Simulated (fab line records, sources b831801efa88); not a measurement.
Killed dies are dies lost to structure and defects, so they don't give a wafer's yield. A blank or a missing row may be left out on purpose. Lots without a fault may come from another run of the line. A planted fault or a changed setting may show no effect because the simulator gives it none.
fab line records | flow gf180mcu
record lots=5 wafers=15 last_day=32
route steps=602 shown VT_IMPLANT@98
lots that met no fault: from a run of the same line without faults
start_h: hours from the record's first day to the start of the lot's first wafer shown | wait_h: hours since the lot's step before | " the same as in the row above | L1.1+2: a row that stands for several wafers | - no value, or no start given | * or withheld: withheld | < > ~ a bound
route shown NAME@n: a module of which the file shows steps, and the number in the route of the first | usual: mean/standard deviation of fault-free wafers | same: alike in all rows | chamber/n: place in a boat | sites: the reading at each site | _std_site: their standard deviation | _edge_site: outer sites' mean less inner sites' | radius_mm: how far each site lies from the wafer's centre | mask NAME#n: copy n | behind: the tool/chamber that last shaped the wafer | hold: why the lot was held/for how many hours/how that ended | device: the transistor (n, p or np) that didn't switch | end of line: the same wafers' tests at the end of the route | a step without rows: its recipe alone | killed: dies lost to structure and defects at the first sort, not the wafer's yield | map: a wafer's dies, x killed, . not, _ none there
set.NAME: the setting as run; set.NAME@STEP: as run at that earlier step | model.NAME: the simulator's own value behind a step, which no gauge read
lots at some steps of the route; a table a step, a row a wafer
services: from which hour (start_h, from the record's first day; less than 0 if before it) a tool's chamber was out of use, for how many hours, and why
## steps
# step GF_VT_IMPLANT_IMPLANT_08
# recipe species=BF2 energy_kev=20 dose_cm2=8.29e+12 tilt_deg=7
# usual beam_energy_keV=20.000/0.0063 tilt_deg=7.001/0.019
# columns lot.wafer tool chamber start_h wait_h beam_energy_keV tilt_deg
L074.1 implanter-04 0 112.68 0.0 19.988 6.995
L074.2 " 0 " " 19.994 6.958
L074.4 " 0 " " 19.992 6.975
L080.2 implanter-03 0 147.76 0.0 19.993 6.993
L080.3 " 0 " " 19.990 6.984
L080.4 " 0 " " 20.000 6.981
L081.2 implanter-03 0 152.29 0.0 19.997 6.984
L081.3 " 0 " " 20.010 7.005
L081.5 " 0 " " 20.001 6.985
L088.4 implanter-02 0 199.49 0.1 20.013 7.019
L088.5 " 0 " " 20.010 7.031
L088.6 " 0 " " 20.011 7.017
L089.3 implanter-03 0 203.73 0.1 20.004 6.989
L089.4 " 0 " " 19.998 6.993
L089.6 " 0 " " 20.002 6.957
# step GF_VT_IMPLANT_STRIP_09
# recipe chemistry=O2/N2 power_w=1400 pressure_mtorr=1500 platen_temp_c=250 o2_flow_sccm=3000 n2_flow_sccm=300 overash_fraction=0.5
# usual drypump_motor_current_A=5.7/0.55 heater_power_w=358/37 oes_product_au=0.716/0.0049 strip_time_to_endpoint_s=12.62/0.034
# columns lot.wafer tool chamber start_h wait_h drypump_motor_current_A heater_power_w oes_product_au rf_hours_counter_h strip_time_to_endpoint_s
L074.1 plasma_asher-01 1 112.83 0.1 5.6 354 0.710 47 12.67
L074.2 " 0 " " 6.5 384 0.716 47 12.66
L074.4 " 1 " " 5.6 356 0.713 - 12.67
L080.2 plasma_asher-03 0 147.88 0.1 4.7 420 0.714 3 12.62
L080.3 " 0 " " 4.7 429 0.712 - 12.58
L080.4 " 1 " " 5.7 317 0.714 - 12.58
L081.2 plasma_asher-03 0 152.42 0.1 4.7 429 0.718 3 12.65
L081.3 " 1 " " 5.7 322 0.712 - 12.60
L081.5 " 0 " " 4.7 426 0.715 - 12.62
L088.4 plasma_asher-01 1 199.60 0.1 5.6 359 0.713 - 12.65
L088.5 " 0 " " 6.5 373 0.715 - 12.58
L088.6 " 1 " " 5.6 355 0.721 - 12.59
L089.3 plasma_asher-04 1 203.87 0.1 5.8 331 0.723 - 12.64
L089.4 " 0 " " 5.3 322 0.712 - 12.64
L089.6 " 0 " " 5.3 322 0.713 - 12.59
# step GF_VT_IMPLANT_TW_MEAS_10
# usual VT_IMPLANT_TW=563/6
# columns lot.wafer tool chamber start_h wait_h VT_IMPLANT_TW
L074.1 film_metro-03 - 112.93 0.1 566
L074.2 " - " " 567
L074.4 " - " " 568
L080.2 film_metro-03 - 147.99 0.1 564
L080.3 " - " " 567
L080.4 " - " " 565
L081.2 film_metro-03 - 152.53 0.1 565
L081.3 " - " " 565
L081.5 " - " " 568
L088.4 film_metro-01 - 199.70 0.1 559
L088.5 " - " " 557
L088.6 " - " " 559
L089.3 film_metro-02 - 203.95 0.1 554
L089.4 " - " " 557
L089.6 " - " " 560
# step GF_VT_IMPLANT_DEHYDRATE_11
# recipe temp_c=200 time_s=60
# usual chill_plate_temp_C=23.00/0.11
# columns lot.wafer tool chamber start_h wait_h chill_plate_temp_C
L074.1 litho_track-01 0 119.28 6.3 23.26
L074.2 " 0 " " 22.97
L074.4 " 0 " " 23.05
L080.2 litho_track-02 0 154.78 6.8 22.87
L080.3 " 0 " " 23.13
L080.4 " 0 " " 23.08
L081.2 litho_track-02 0 159.83 7.3 22.75
L081.3 " 0 " " 22.97
L081.5 " 0 " " 22.82
L088.4 litho_track-03 0 207.57 7.9 22.80
L088.5 " 0 " " 22.86
L088.6 " 0 " " 22.69
L089.3 litho_track-01 0 212.08 8.1 23.14
L089.4 " 0 " " 23.14
L089.6 " 0 " " 23.04
# step GF_VT_IMPLANT_HMDS_12
# recipe prime_time_s=60 prime_temp_c=120
# usual chill_plate_temp_C=23.03/0.11
# columns lot.wafer tool chamber start_h wait_h chill_plate_temp_C
L074.1 litho_track-01 0 119.43 0.1 22.95
L074.2 " 0 " " 22.75
L074.4 " 0 " " 22.85
L080.2 litho_track-02 0 154.93 0.1 23.05
L080.3 " 0 " " 22.95
L080.4 " 0 " " 23.11
L081.2 litho_track-02 0 159.98 0.1 22.88
L081.3 " 0 " " 22.96
L081.5 " 0 " " 23.11
L088.4 litho_track-03 0 207.72 0.1 22.95
L088.5 " 0 " " 23.01
L088.6 " 0 " " 22.97
L089.3 litho_track-01 0 212.23 0.1 22.93
L089.4 " 0 " " 22.90
L089.6 " 0 " " 23.00
# step GF_VT_IMPLANT_COAT_13
# recipe resist=NOVOLAK spin_rpm=3000 resist_thk_nm=1000
# usual chill_plate_temp_C=22.99/0.1
# columns lot.wafer tool chamber start_h wait_h chill_plate_temp_C
L074.1 litho_track-01 0 119.58 0.1 22.80
L074.2 " 0 " " 22.90
L074.4 " 0 " " 22.95
L080.2 litho_track-02 0 155.08 0.1 22.95
L080.3 " 0 " " 23.04
L080.4 " 0 " " 23.01
L081.2 litho_track-02 0 160.13 0.1 22.96
L081.3 " 0 " " 23.03
L081.5 " 0 " " 22.96
L088.4 litho_track-03 0 207.87 0.1 22.97
L088.5 " 0 " " 22.80
L088.6 " 0 " " 22.88
L089.3 litho_track-01 0 212.38 0.1 23.11
L089.4 " 0 " " 23.04
L089.6 " 0 " " 23.00
# step GF_VT_IMPLANT_SOFTBAKE_14
# recipe temp_c=90 time_s=60 resist=NOVOLAK
# usual chill_plate_temp_C=22.98/0.1
# columns lot.wafer tool chamber start_h wait_h chill_plate_temp_C
L074.1 litho_track-01 0 119.73 0.1 22.89
L074.2 " 0 " " 23.01
L074.4 " 0 " " 22.90
L080.2 litho_track-02 0 155.23 0.1 23.06
L080.3 " 0 " " 23.09
L080.4 " 0 " " 22.98
L081.2 litho_track-02 0 160.28 0.1 22.95
L081.3 " 0 " " 22.97
L081.5 " 0 " " 23.03
L088.4 litho_track-03 0 208.02 0.1 23.05
L088.5 " 0 " " 23.00
L088.6 " 0 " " 23.18
L089.3 litho_track-01 0 212.53 0.1 22.88
L089.4 " 0 " " 22.91
L089.6 " 0 " " 22.81
# step GF_VT_IMPLANT_EXPOSE_15
# recipe mask_id=Nwell_LV_AREA target_cd_nm=860 na=0.6 source_shape=conventional sigma_outer=0.6 dose_mj=140
# usual reticle_temp_C=23.00/0.1
# same na=0.6
# columns lot.wafer tool chamber start_h wait_h mask reticle_temp_C
L074.1 iline_stepper-01 0 - - Nwell_LV_AREA#0 22.95
L074.2 " 0 " " Nwell_LV_AREA#0 22.90
L074.4 " 0 " " Nwell_LV_AREA#0 22.86
L080.2 iline_stepper-01 0 - - Nwell_LV_AREA#0 23.11
L080.3 " 0 " " Nwell_LV_AREA#0 23.05
L080.4 " 0 " " Nwell_LV_AREA#0 22.99
L081.2 iline_stepper-01 0 - - Nwell_LV_AREA#0 22.81
L081.3 " 0 " " Nwell_LV_AREA#0 22.84
L081.5 " 0 " " Nwell_LV_AREA#0 22.96
L088.4 iline_stepper-02 0 - - Nwell_LV_AREA#0 23.10
L088.5 " 0 " " Nwell_LV_AREA#0 23.02
L088.6 " 0 " " Nwell_LV_AREA#0 22.83
L089.3 iline_stepper-01 0 - - Nwell_LV_AREA#0 22.89
L089.4 " 0 " " Nwell_LV_AREA#0 23.09
L089.6 " 0 " " Nwell_LV_AREA#0 22.82
# step GF_VT_IMPLANT_PEB_16
# recipe temp_c=withheld time_s=* resist=NOVOLAK
# usual chill_plate_temp_C=*
# columns lot.wafer tool chamber start_h wait_h chill_plate_temp_C
L074.1 litho_track-02 0 - - *
L074.2 " 0 " " *
L074.4 " 0 " " *
L080.2 litho_track-03 0 - - *
L080.3 " 0 " " *
L080.4 " 0 " " *
L081.2 litho_track-02 0 - - *
L081.3 " 0 " " *
L081.5 " 0 " " *
L088.4 litho_track-02 0 - - *
L088.5 " 0 " " *
L088.6 " 0 " " *
L089.3 litho_track-02 0 - - *
L089.4 " 0 " " *
L089.6 " 0 " " *
# step GF_VT_IMPLANT_DEVELOP_17
# recipe develop_time_s=60 dev_temp_c=23
# usual chill_plate_temp_C=22.99/0.1
# columns lot.wafer tool chamber start_h wait_h chill_plate_temp_C
L074.1 litho_track-02 0 127.00 0.1 22.85
L074.2 " 0 " " 22.88
L074.4 " 0 " " 23.00
L080.2 litho_track-03 0 163.67 0.1 22.81
L080.3 " 0 " " 22.87
L080.4 " 0 " " 22.88
L081.2 litho_track-02 0 168.33 0.1 22.93
L081.3 " 0 " " 22.90
L081.5 " 0 " " 22.91
L088.4 litho_track-02 0 216.93 0.1 23.12
L088.5 " 0 " " 23.18
L088.6 " 0 " " 23.23
L089.3 litho_track-02 0 221.05 0.1 23.06
L089.4 " 0 " " 23.00
L089.6 " 0 " " 22.96
# step GF_VT_IMPLANT_OVL_MEAS_18
# usual VT_IMPLANT_01_OVL=0.1/1.4
# columns lot.wafer tool chamber start_h wait_h VT_IMPLANT_01_OVL[nm]
L074.1 overlay-01 - 127.15 0.1 -1.4
L074.2 " - " " -0.9
L074.4 " - " " -1.1
L080.2 overlay-02 - 163.80 0.1 2.3
L080.3 " - " " 1.4
L080.4 " - " " -0.5
L081.2 overlay-02 - 168.46 0.1 1.4
L081.3 " - " " 1.8
L081.5 " - " " 3.2
L088.4 overlay-01 - 217.02 0.1 2.2
L088.5 " - " " 0.3
L088.6 " - " " -0.6
L089.3 overlay-02 - 221.16 0.1 0.2
L089.4 " - " " 1.2
L089.6 " - " " -1.0
# step GF_VT_IMPLANT_IMPLANT_19
# recipe species=As energy_kev=100 dose_cm2=4.35e+12 tilt_deg=7
# usual beam_energy_keV=100.00/0.031 tilt_deg=7.002/0.019
# columns lot.wafer tool chamber start_h wait_h beam_energy_keV tilt_deg
L074.1 implanter-04 0 127.19 0.0 99.99 7.020
L074.2 " 0 " " 100.03 7.012
L074.4 " 0 " " 99.97 7.047
L080.2 implanter-03 0 163.86 0.0 99.98 6.980
L080.3 " 0 " " 100.00 7.004
L080.4 " 0 " " 100.05 6.985
L081.2 implanter-02 0 168.51 0.0 99.99 6.976
L081.3 " 0 " " 100.02 6.990
L081.5 " 0 " " 100.06 6.974
L088.4 implanter-04 0 217.11 0.1 99.97 6.995
L088.5 " 0 " " 100.02 6.994
L088.6 " 0 " " 99.98 6.970
L089.3 implanter-03 0 221.24 0.1 100.04 6.997
L089.4 " 0 " " 99.96 7.021
L089.6 " 0 " " 100.00 7.016
# step GF_VT_IMPLANT_STRIP_20
# recipe chemistry=O2/N2 power_w=1400 pressure_mtorr=1500 platen_temp_c=250 o2_flow_sccm=3000 n2_flow_sccm=300 overash_fraction=0.5
# usual drypump_motor_current_A=5.8/0.58 heater_power_w=365/35 oes_product_au=0.715/0.0044 strip_time_to_endpoint_s=12.63/0.032
# columns lot.wafer tool chamber start_h wait_h drypump_motor_current_A heater_power_w oes_product_au rf_hours_counter_h strip_time_to_endpoint_s
L074.1 plasma_asher-01 1 127.34 0.1 5.7 349 0.704 48 12.66
L074.2 " 0 " " 6.5 380 0.717 48 12.65
L074.4 " 0 " " 6.5 377 0.715 - 12.64
L080.2 plasma_asher-01 0 163.98 0.1 6.5 374 0.714 52 12.68
L080.3 " 1 " " 5.6 347 0.703 - 12.70
L080.4 " 0 " " 6.5 381 0.712 - 12.69
L081.2 plasma_asher-04 0 168.64 0.1 5.3 335 0.711 52 12.63
L081.3 " 1 " " 5.9 330 0.719 - 12.62
L081.5 " 1 " " 5.9 340 0.720 - 12.62
L088.4 plasma_asher-03 0 217.22 0.1 4.7 437 0.721 - 12.66
L088.5 " 1 " " 5.7 315 0.719 - 12.64
L088.6 " 0 " " 4.7 430 0.719 - 12.63
L089.3 plasma_asher-04 1 221.37 0.1 5.8 332 0.716 - 12.58
L089.4 " 0 " " 5.3 328 0.718 - 12.62
L089.6 " 0 " " 5.3 331 0.721 - 12.63
# step GF_VT_IMPLANT_TW_MEAS_21
# usual VT_IMPLANT_2_TW=1207/12
# columns lot.wafer tool chamber start_h wait_h VT_IMPLANT_2_TW
L074.1 film_metro-03 - 127.44 0.1 1224
L074.2 " - " " 1225
L074.4 " - " " 1217
L080.2 film_metro-03 - 164.09 0.1 1228
L080.3 " - " " 1221
L080.4 " - " " 1223
L081.2 film_metro-03 - 168.75 0.1 1227
L081.3 " - " " 1225
L081.5 " - " " 1232
L088.4 film_metro-02 - 217.32 0.1 1203
L088.5 " - " " 1199
L088.6 " - " " 1199
L089.3 film_metro-01 - 221.46 0.1 1187
L089.4 " - " " 1200
L089.6 " - " " 1196
# step GF_VT_IMPLANT_DEHYDRATE_22
# recipe temp_c=200 time_s=60
# usual chill_plate_temp_C=23.01/0.11
# columns lot.wafer tool chamber start_h wait_h chill_plate_temp_C
L074.1 litho_track-02 0 134.15 6.7 22.99
L074.2 " 0 " " 23.08
L074.4 " 0 " " 22.94
L080.2 litho_track-01 0 171.51 7.4 22.84
L080.3 " 0 " " 22.94
L080.4 " 0 " " 22.82
L081.2 litho_track-03 0 175.87 7.1 22.89
L081.3 " 0 " " 22.90
L081.5 " 0 " " 23.00
L088.4 litho_track-01 0 225.76 8.4 23.20
L088.5 " 0 " " 23.06
L088.6 " 0 " " 23.12
L089.3 litho_track-01 0 230.68 9.2 23.09
L089.4 " 0 " " 23.02
L089.6 " 0 " " 23.16
# step GF_VT_IMPLANT_HMDS_23
# recipe prime_time_s=60 prime_temp_c=120
# usual chill_plate_temp_C=22.97/0.11
# columns lot.wafer tool chamber start_h wait_h chill_plate_temp_C
L074.1 litho_track-02 0 134.30 0.1 22.91
L074.2 " 0 " " 23.04
L074.4 " 0 " " 23.08
L080.2 litho_track-01 0 171.66 0.1 23.13
L080.3 " 0 " " 23.06
L080.4 " 0 " " 22.94
L081.2 litho_track-03 0 176.02 0.1 22.84
L081.3 " 0 " " 22.94
L081.5 " 0 " " 22.89
L088.4 litho_track-01 0 225.91 0.1 22.88
L088.5 " 0 " " 22.98
L088.6 " 0 " " 22.90
L089.3 litho_track-01 0 230.83 0.1 22.96
L089.4 " 0 " " 22.90
L089.6 " 0 " " 22.82
# step GF_VT_IMPLANT_COAT_24
# recipe resist=NOVOLAK spin_rpm=3000 resist_thk_nm=1000
# usual chill_plate_temp_C=23.02/0.11
# columns lot.wafer tool chamber start_h wait_h chill_plate_temp_C
L074.1 litho_track-02 0 134.45 0.1 22.85
L074.2 " 0 " " 22.79
L074.4 " 0 " " 23.02
L080.2 litho_track-01 0 171.81 0.1 23.13
L080.3 " 0 " " 23.16
L080.4 " 0 " " 23.11
L081.2 litho_track-03 0 176.17 0.1 23.03
L081.3 " 0 " " 22.71
L081.5 " 0 " " 22.88
L088.4 litho_track-01 0 226.06 0.1 23.09
L088.5 " 0 " " 23.19
L088.6 " 0 " " 23.12
L089.3 litho_track-01 0 230.98 0.1 23.07
L089.4 " 0 " " 23.12
L089.6 " 0 " " 22.90
# step GF_VT_IMPLANT_SOFTBAKE_25
# recipe temp_c=90 time_s=60 resist=NOVOLAK
# usual chill_plate_temp_C=23.00/0.11
# columns lot.wafer tool chamber start_h wait_h chill_plate_temp_C
L074.1 litho_track-02 0 134.60 0.1 23.03
L074.2 " 0 " " 23.23
L074.4 " 0 " " 22.93
L080.2 litho_track-01 0 171.96 0.1 23.11
L080.3 " 0 " " 23.17
L080.4 " 0 " " 22.94
L081.2 litho_track-03 0 176.32 0.1 23.00
L081.3 " 0 " " 23.00
L081.5 " 0 " " 23.00
L088.4 litho_track-01 0 226.21 0.1 22.92
L088.5 " 0 " " 22.91
L088.6 " 0 " " 22.75
L089.3 litho_track-01 0 231.13 0.1 22.93
L089.4 " 0 " " 23.01
L089.6 " 0 " " 22.82
# step GF_VT_IMPLANT_EXPOSE_26
# recipe mask_id=LVPWELL_HV_AREA target_cd_nm=860 na=0.6 source_shape=conventional sigma_outer=0.6 dose_mj=140
# usual reticle_temp_C=22.99/0.095
# same na=0.6
# columns lot.wafer tool chamber start_h wait_h mask reticle_temp_C
L074.1 iline_stepper-01 0 - - LVPWELL_HV_AREA#0 23.10
L074.2 " 0 " " LVPWELL_HV_AREA#0 23.13
L074.4 " 0 " " LVPWELL_HV_AREA#0 23.12
L080.2 iline_stepper-02 0 - - LVPWELL_HV_AREA#0 22.96
L080.3 " 0 " " LVPWELL_HV_AREA#0 23.20
L080.4 " 0 " " LVPWELL_HV_AREA#0 22.88
L081.2 iline_stepper-02 0 - - LVPWELL_HV_AREA#0 22.95
L081.3 " 0 " " LVPWELL_HV_AREA#0 23.02
L081.5 " 0 " " LVPWELL_HV_AREA#0 23.02
L088.4 iline_stepper-01 0 - - LVPWELL_HV_AREA#0 22.94
L088.5 " 0 " " LVPWELL_HV_AREA#0 23.00
L088.6 " 0 " " LVPWELL_HV_AREA#0 23.10
L089.3 iline_stepper-01 0 - - LVPWELL_HV_AREA#0 22.85
L089.4 " 0 " " LVPWELL_HV_AREA#0 23.02
L089.6 " 0 " " LVPWELL_HV_AREA#0 22.96
# step GF_VT_IMPLANT_PEB_27
# recipe temp_c=withheld time_s=* resist=NOVOLAK
# usual chill_plate_temp_C=*
# columns lot.wafer tool chamber start_h wait_h chill_plate_temp_C
L074.1 litho_track-03 0 - - *
L074.2 " 0 " " *
L074.4 " 0 " " *
L080.2 litho_track-02 0 - - *
L080.3 " 0 " " *
L080.4 " 0 " " *
L081.2 litho_track-01 0 - - *
L081.3 " 0 " " *
L081.5 " 0 " " *
L088.4 litho_track-03 0 - - *
L088.5 " 0 " " *
L088.6 " 0 " " *
L089.3 litho_track-01 0 - - *
L089.4 " 0 " " *
L089.6 " 0 " " *
# step GF_VT_IMPLANT_DEVELOP_28
# recipe develop_time_s=60 dev_temp_c=23
# usual chill_plate_temp_C=22.97/0.12
# columns lot.wafer tool chamber start_h wait_h chill_plate_temp_C
L074.1 litho_track-03 0 142.65 0.1 22.80
L074.2 " 0 " " 22.84
L074.4 " 0 " " 22.72
L080.2 litho_track-02 0 180.18 0.1 23.19
L080.3 " 0 " " 23.04
L080.4 " 0 " " 23.15
L081.2 litho_track-01 0 184.61 0.1 22.92
L081.3 " 0 " " 22.87
L081.5 " 0 " " 22.79
L088.4 litho_track-03 0 235.27 0.1 22.89
L088.5 " 0 " " 22.93
L088.6 " 0 " " 22.91
L089.3 litho_track-01 0 240.18 0.1 22.94
L089.4 " 0 " " 23.06
L089.6 " 0 " " 23.02
# step GF_VT_IMPLANT_OVL_MEAS_29
# usual VT_IMPLANT_02_OVL=-1.0/1.4
# columns lot.wafer tool chamber start_h wait_h VT_IMPLANT_02_OVL[nm]
L074.1 overlay-01 - 142.80 0.1 -2.2
L074.2 " - " " -2.7
L074.4 " - " " -1.0
L080.2 overlay-02 - 180.31 0.1 -0.1
L080.3 " - " " -1.4
L080.4 " - " " -0.9
L081.2 overlay-01 - 184.74 0.1 1.1
L081.3 " - " " -0.4
L081.5 " - " " 0.2
L088.4 overlay-02 - 235.36 0.1 -1.2
L088.5 " - " " -1.9
L088.6 " - " " -0.9
L089.3 overlay-01 - 240.29 0.1 -1.6
L089.4 " - " " -0.7
L089.6 " - " " -0.6
# step GF_VT_IMPLANT_IMPLANT_30
# recipe species=B energy_kev=25 dose_cm2=2.534e+12 tilt_deg=7
# usual beam_energy_keV=25.000/0.0087 tilt_deg=6.996/0.018
# columns lot.wafer tool chamber start_h wait_h beam_energy_keV tilt_deg
L074.1 implanter-04 0 142.83 0.0 25.001 7.031
L074.2 " 0 " " 25.002 6.999
L074.4 " 0 " " 24.994 7.001
L080.2 implanter-02 0 180.36 0.0 25.004 6.999
L080.3 " 0 " " 25.011 7.006
L080.4 " 0 " " 25.010 7.001
L081.2 implanter-03 0 184.79 0.0 24.999 6.987
L081.3 " 0 " " 25.000 6.969
L081.5 " 0 " " 24.999 7.012
L088.4 implanter-04 0 235.46 0.1 24.998 6.960
L088.5 " 0 " " 24.993 6.987
L088.6 " 0 " " 24.997 7.001
L089.3 implanter-04 0 240.37 0.1 24.999 7.003
L089.4 " 0 " " 25.010 6.990
L089.6 " 0 " " 25.019 7.023
# step GF_VT_IMPLANT_STRIP_31
# recipe chemistry=O2/N2 power_w=1400 pressure_mtorr=1500 platen_temp_c=250 o2_flow_sccm=3000 n2_flow_sccm=300 overash_fraction=0.5
# usual drypump_motor_current_A=5.7/0.58 heater_power_w=363/38 oes_product_au=0.716/0.0046 strip_time_to_endpoint_s=12.63/0.033
# columns lot.wafer tool chamber start_h wait_h drypump_motor_current_A heater_power_w oes_product_au rf_hours_counter_h strip_time_to_endpoint_s
L074.1 plasma_asher-03 0 142.98 0.1 4.7 435 0.718 2 12.62
L074.2 " 1 " " 5.7 317 0.716 2 12.62
L074.4 " 0 " " 4.7 421 0.714 - 12.58
L080.2 plasma_asher-03 0 180.49 0.1 4.7 425 0.715 6 12.66
L080.3 " 0 " " 4.7 423 0.722 - 12.61
L080.4 " 1 " " 5.7 320 0.707 - 12.68
L081.2 plasma_asher-01 0 184.92 0.1 6.5 375 0.721 54 12.63
L081.3 " 0 " " 6.5 390 0.721 - 12.65
L081.5 " 0 " " 6.5 376 0.723 - 12.62
L088.4 plasma_asher-03 0 235.56 0.1 4.7 419 0.715 - 12.63
L088.5 " 1 " " 5.7 316 0.712 - 12.62
L088.6 " 0 " " 4.7 423 0.717 - 12.59
L089.3 plasma_asher-01 1 240.50 0.1 5.7 352 0.711 - 12.58
L089.4 " 0 " " 6.5 378 0.717 - 12.59
L089.6 " 1 " " 5.7 351 0.714 - 12.55
# step GF_VT_IMPLANT_TW_MEAS_32
# usual VT_IMPLANT_3_TW=268.3/2.8
# columns lot.wafer tool chamber start_h wait_h VT_IMPLANT_3_TW
L074.1 film_metro-03 - 143.08 0.1 271.2
L074.2 " - " " 271.5
L074.4 " - " " 270.7
L080.2 film_metro-03 - 180.60 0.1 271.0
L080.3 " - " " 271.6
L080.4 " - " " 270.5
L081.2 film_metro-03 - 185.03 0.1 273.7
L081.3 " - " " 272.0
L081.5 " - " " 272.1
L088.4 film_metro-02 - 235.66 0.1 267.3
L088.5 " - " " 266.4
L088.6 " - " " 266.8
L089.3 film_metro-01 - 240.59 0.1 267.3
L089.4 " - " " 265.5
L089.6 " - " " 266.0
# step GF_VT_IMPLANT_DEHYDRATE_33
# recipe temp_c=200 time_s=60
# usual chill_plate_temp_C=23.01/0.11
# columns lot.wafer tool chamber start_h wait_h chill_plate_temp_C
L074.1 litho_track-03 0 150.20 7.1 23.00
L074.2 " 0 " " 23.18
L074.4 " 0 " " 23.05
L080.2 litho_track-03 0 188.12 7.5 22.96
L080.3 " 0 " " 22.99
L080.4 " 0 " " 22.91
L081.2 litho_track-02 0 192.63 7.6 23.16
L081.3 " 0 " " 23.09
L081.5 " 0 " " 23.08
L088.4 litho_track-03 0 244.07 8.4 23.14
L088.5 " 0 " " 22.89
L088.6 " 0 " " 23.08
L089.3 litho_track-02 0 248.45 7.9 22.81
L089.4 " 0 " " 22.85
L089.6 " 0 " " 22.97
# step GF_VT_IMPLANT_HMDS_34
# recipe prime_time_s=60 prime_temp_c=120
# usual chill_plate_temp_C=23.00/0.1
# columns lot.wafer tool chamber start_h wait_h chill_plate_temp_C
L074.1 litho_track-03 0 150.35 0.1 23.13
L074.2 " 0 " " 23.01
L074.4 " 0 " " 23.00
L080.2 litho_track-03 0 188.27 0.1 22.96
L080.3 " 0 " " 23.02
L080.4 " 0 " " 23.15
L081.2 litho_track-02 0 192.78 0.1 23.20
L081.3 " 0 " " 23.21
L081.5 " 0 " " 23.07
L088.4 litho_track-03 0 244.22 0.1 22.94
L088.5 " 0 " " 22.89
L088.6 " 0 " " 22.87
L089.3 litho_track-02 0 248.60 0.1 22.87
L089.4 " 0 " " 22.90
L089.6 " 0 " " 22.96
# step GF_VT_IMPLANT_COAT_35
# recipe resist=NOVOLAK spin_rpm=3000 resist_thk_nm=1000
# usual chill_plate_temp_C=23.03/0.11
# columns lot.wafer tool chamber start_h wait_h chill_plate_temp_C
L074.1 litho_track-03 0 150.50 0.1 23.17
L074.2 " 0 " " 23.04
L074.4 " 0 " " 23.04
L080.2 litho_track-03 0 188.42 0.1 23.21
L080.3 " 0 " " 23.19
L080.4 " 0 " " 23.17
L081.2 litho_track-02 0 192.93 0.1 22.91
L081.3 " 0 " " 22.97
L081.5 " 0 " " 23.06
L088.4 litho_track-03 0 244.37 0.1 22.89
L088.5 " 0 " " 22.81
L088.6 " 0 " " 22.95
L089.3 litho_track-02 0 248.75 0.1 23.24
L089.4 " 0 " " 22.99
L089.6 " 0 " " 23.03
# step GF_VT_IMPLANT_SOFTBAKE_36
# recipe temp_c=90 time_s=60 resist=NOVOLAK
# usual chill_plate_temp_C=23.01/0.11
# columns lot.wafer tool chamber start_h wait_h chill_plate_temp_C
L074.1 litho_track-03 0 150.65 0.1 23.02
L074.2 " 0 " " 23.02
L074.4 " 0 " " 22.87
L080.2 litho_track-03 0 188.57 0.1 22.96
L080.3 " 0 " " 23.01
L080.4 " 0 " " 23.03
L081.2 litho_track-02 0 193.08 0.1 22.87
L081.3 " 0 " " 23.07
L081.5 " 0 " " 23.15
L088.4 litho_track-03 0 244.52 0.1 23.07
L088.5 " 0 " " 22.99
L088.6 " 0 " " 22.77
L089.3 litho_track-02 0 248.90 0.1 23.06
L089.4 " 0 " " 23.07
L089.6 " 0 " " 22.94
# step GF_VT_IMPLANT_EXPOSE_37
# recipe mask_id=Nwell_HV_AREA target_cd_nm=860 na=0.6 source_shape=conventional sigma_outer=0.6 dose_mj=140
# usual reticle_temp_C=23.02/0.12
# same na=0.6
# columns lot.wafer tool chamber start_h wait_h mask reticle_temp_C
L074.1 iline_stepper-01 0 - - Nwell_HV_AREA#0 23.04
L074.2 " 0 " " Nwell_HV_AREA#0 23.05
L074.4 " 0 " " Nwell_HV_AREA#0 23.03
L080.2 iline_stepper-02 0 - - Nwell_HV_AREA#0 23.05
L080.3 " 0 " " Nwell_HV_AREA#0 22.99
L080.4 " 0 " " Nwell_HV_AREA#0 22.82
L081.2 iline_stepper-01 0 - - Nwell_HV_AREA#0 23.02
L081.3 " 0 " " Nwell_HV_AREA#0 23.07
L081.5 " 0 " " Nwell_HV_AREA#0 23.27
L088.4 iline_stepper-02 0 - - Nwell_HV_AREA#0 23.08
L088.5 " 0 " " Nwell_HV_AREA#0 22.95
L088.6 " 0 " " Nwell_HV_AREA#0 23.07
L089.3 iline_stepper-02 0 - - Nwell_HV_AREA#0 22.86
L089.4 " 0 " " Nwell_HV_AREA#0 23.03
L089.6 " 0 " " Nwell_HV_AREA#0 22.98
# step GF_VT_IMPLANT_PEB_38
# recipe temp_c=withheld time_s=* resist=NOVOLAK
# usual chill_plate_temp_C=*
# columns lot.wafer tool chamber start_h wait_h chill_plate_temp_C
L074.1 litho_track-02 0 - - *
L074.2 " 0 " " *
L074.4 " 0 " " *
L080.2 litho_track-01 0 - - *
L080.3 " 0 " " *
L080.4 " 0 " " *
L081.2 litho_track-01 0 - - *
L081.3 " 0 " " *
L081.5 " 0 " " *
L088.4 litho_track-02 0 - - *
L088.5 " 0 " " *
L088.6 " 0 " " *
L089.3 litho_track-02 0 - - *
L089.4 " 0 " " *
L089.6 " 0 " " *
# step GF_VT_IMPLANT_DEVELOP_39
# recipe develop_time_s=60 dev_temp_c=23
# usual chill_plate_temp_C=23.00/0.1
# columns lot.wafer tool chamber start_h wait_h chill_plate_temp_C
L074.1 litho_track-02 0 158.55 0.1 22.87
L074.2 " 0 " " 23.01
L074.4 " 0 " " 22.87
L080.2 litho_track-01 0 197.41 0.1 22.94
L080.3 " 0 " " 23.09
L080.4 " 0 " " 23.01
L081.2 litho_track-01 0 201.66 0.1 23.15
L081.3 " 0 " " 22.92
L081.5 " 0 " " 23.11
L088.4 litho_track-02 0 253.73 0.1 22.93
L088.5 " 0 " " 22.96
L088.6 " 0 " " 23.10
L089.3 litho_track-02 0 258.10 0.1 23.22
L089.4 " 0 " " 23.17
L089.6 " 0 " " 23.22
## services
# columns tool chamber start_h hours kind
plasma_asher-04 - 100.56 2.8 pm
plasma_asher-03 - 108.75 9.0 pm
plasma_asher-03 0 108.75 9.0 vent_cycle
plasma_asher-03 1 108.75 9.0 vent_cycle
implanter-03 - 109.45 3.8 repair
implanter-03 - 110.64 6.1 repair
plasma_asher-03 0 117.75 - clean
plasma_asher-03 1 117.75 - clean
iline_stepper-01 - 129.25 4.4 pm
iline_stepper-02 - 134.55 - calibration
implanter-02 - 174.96 2.4 repair
plasma_asher-04 - 182.51 14.6 pm
iline_stepper-02 - 193.19 1.7 pm
plasma_asher-03 - 196.23 3.5 repair
iline_stepper-01 - 245.55 4.7 repair
implanter-03 - 254.49 8.1 repair
## key
fault none
